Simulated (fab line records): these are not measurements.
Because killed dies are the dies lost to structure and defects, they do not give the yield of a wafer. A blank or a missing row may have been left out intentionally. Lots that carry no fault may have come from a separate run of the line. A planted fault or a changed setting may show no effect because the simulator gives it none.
Shared-tool check    flow sky130    Lots sampled 13, wafers sampled 42

REASON FOR OPENING
On 1 of the 13 lots, a flag is raised at SKY_POLY_GATE_CD_MEAS_13 on the reading cd_nm. Wafers without a fault read 149.7 nm, standard deviation 1.3.
Rule: flag the lot when none of its wafers has a number, or when each of its wafers that has one lies beyond 4 standard deviations from that mean. As for the other lots, they are considered sound.

lot   measured      on         cd_nm (nm), wafer by wafer           flag
L479  day 16 11:23  cd_sem-01  150.6 150.1 149.9                    
L480  day 16 21:00  cd_sem-02  150.2 150.3 151.4                    
L481  day 17 09:09  cd_sem-01  150.8 151.1 150.7                    
L482  day 17 15:19  cd_sem-01  150.2 148.5 148.7                    
L483  day 17 19:56  cd_sem-01  150.2 151.0 150.2                    
L484  day 18 07:44  cd_sem-01  149.0 148.8 147.2                    
L485  day 18 22:28  cd_sem-01  150.5 149.4 149.9                    
L486  day 19 11:14  cd_sem-01  148.2 148.8 148.8                    
L488  day 19 21:37  cd_sem-01  149.8 151.7 150.6                    
L489  day 20 02:15  cd_sem-01  151.2 150.3 150.7                    
L491  day 20 21:40  cd_sem-01  149.2 147.9 148.3                    
L498  day 23 10:47  cd_sem-01  161.5 161.6 161.6 160.9 161.5 162.0  FLAGGED
L502  day 25 09:17  cd_sem-02  149.3 149.9 151.2                    
The numbers of the flagged lots are 161.5 nm on average: +11.8 nm against the usual, or +9 standard deviations.

EACH LOT AND THE TOOL IT RAN ON
The record holds 1 process step before the reading, out of a route of 708 steps. In each cell: the tool, then ch and the chambers that the sampled wafers went through, then the start.
lot   flag     SKY_POLY_GATE_EXPOSE_10
L479           krf_scanner-02 ch 0, day 15 21:23
L480           krf_scanner-01 ch 0, day 16 07:11
L481           krf_scanner-02 ch 0, day 16 18:38
L482           krf_scanner-01 ch 0, day 17 01:08
L483           krf_scanner-02 ch 0, day 17 06:13
L484           krf_scanner-01 ch 0, day 17 17:28
L485           krf_scanner-02 ch 0, day 18 07:14
L486           krf_scanner-02 ch 0, day 18 19:35
L488           krf_scanner-02 ch 0, day 19 06:10
L489           krf_scanner-02 ch 0, day 19 11:18
L491           krf_scanner-01 ch 0, day 20 07:04
L498  FLAGGED  krf_scanner-02 ch 0, day 22 20:33
L502           krf_scanner-01 ch 0, day 24 18:01
What these steps do:
- SKY_POLY_GATE_EXPOSE_10: exposes mask P1M, target cd 150 nm.
- SKY_POLY_GATE_CD_MEAS_13: target cd 150 nm.

FLAGGED OVER TOTAL, TOOL BY TOOL (the gauges that took the reading come last)
step                      tool            lots run  flagged  share of the flagged lots  sound lots run after its first flagged lot
SKY_POLY_GATE_EXPOSE_10   krf_scanner-01  5         0        none                       -
SKY_POLY_GATE_EXPOSE_10   krf_scanner-02  8         1        all                        0
SKY_POLY_GATE_CD_MEAS_13  cd_sem-01       11        1        all                        0
SKY_POLY_GATE_CD_MEAS_13  cd_sem-02       2         0        none                       -

WHAT THE TABLE ALLOWS
Every flagged lot went through 2 rows of the table: krf_scanner-02 at SKY_POLY_GATE_EXPOSE_10 and cd_sem-01 at SKY_POLY_GATE_CD_MEAS_13.
- krf_scanner-02 at SKY_POLY_GATE_EXPOSE_10 ran 8 lots, 1 of them flagged. A fault beginning between L489 (day 19 11:18), its last sound lot, and L498 (day 22 20:33), its first flagged one, fits the data.
- cd_sem-01 at SKY_POLY_GATE_CD_MEAS_13 ran 11 lots, 1 of them flagged. A fault beginning between L491 (day 20 21:40), its last sound lot, and L498 (day 23 10:47), its first flagged one, fits the data.
Because each of these 2 tools fits a fault that began at some hour, counting lots does not separate them. More lots, or a look at what each step does to the wafer, might.

WHAT THE SIMULATOR PUT IN
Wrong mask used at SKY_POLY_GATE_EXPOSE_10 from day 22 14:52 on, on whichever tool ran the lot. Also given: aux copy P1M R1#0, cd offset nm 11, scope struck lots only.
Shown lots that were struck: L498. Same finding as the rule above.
